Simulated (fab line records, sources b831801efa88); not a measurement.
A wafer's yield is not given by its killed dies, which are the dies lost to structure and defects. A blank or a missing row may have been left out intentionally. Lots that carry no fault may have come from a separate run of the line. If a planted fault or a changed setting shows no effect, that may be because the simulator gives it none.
2 desks, one fault	flow sfq line	each desk holds nothing but its own numbers, with what lay behind them at the end

THE METROLOGY DESK
What the gauges read for every lot (on any tool): the sampled wafers with a number, averaged. Marked OUT: a lot whose mean sits more than 4 standard deviations from the usual mean, which makes it out of limits; the brackets give that distance.
Columns: A = M1_OVL at SFQ_M1_OVL_MEAS_911, usual 1 nm; B = I1_BOW at SFQ_I1_BOW_MEAS_912, usual 2 um; C = I1_OVL at SFQ_I1_OVL_MEAS_913, usual 0 nm
lot	first seen here	A	B	C
L266	day 14 10:42	7	4	7
L270	day 15 17:55	-1	12	1
L271	day 15 21:30	-4	-8	0
L272	day 16 05:55	7	-12	2
L283	day 19 12:32	2	-11	-3
L284	day 19 13:45	0	0	-2
L285	day 20 01:45	2	2	4
Result from this desk: across the 7 lots, nothing is out of limits.

FOR THE TOOL OWNER'S DESK: krf scanner-02
The tool's own readings at SFQ_TRILAYER_I1_VIA_LITHO_EXPOSE_050 (exposes mask I1, target cd 500 nm): means of the sampled wafers that have a number, for each lot that ran on this tool. Marked OUT: a lot whose mean sits more than 4 standard deviations from the usual mean, which makes it out of limits; the brackets give that distance.
Columns: A = reticle temp C at SFQ_TRILAYER_I1_VIA_LITHO_EXPOSE_050, usual 23.00 C
lot	first seen here	A
L266	day 19 05:02	23.08
L270	day 20 18:26	23.08
L271	day 20 20:38	23.08
L272	day 21 07:50	22.96
L283	day 25 00:55	23.03
L284	day 25 07:31	23.02
L285	day 25 19:19	23.00
Result from this desk: across the 7 lots, nothing is out of limits.

TAKEN TOGETHER
From the metrology desk's view, nothing was out of limits.
The desk of the tool owner found nothing out of limits.

WHAT WAS PUT IN BY THE SIMULATOR
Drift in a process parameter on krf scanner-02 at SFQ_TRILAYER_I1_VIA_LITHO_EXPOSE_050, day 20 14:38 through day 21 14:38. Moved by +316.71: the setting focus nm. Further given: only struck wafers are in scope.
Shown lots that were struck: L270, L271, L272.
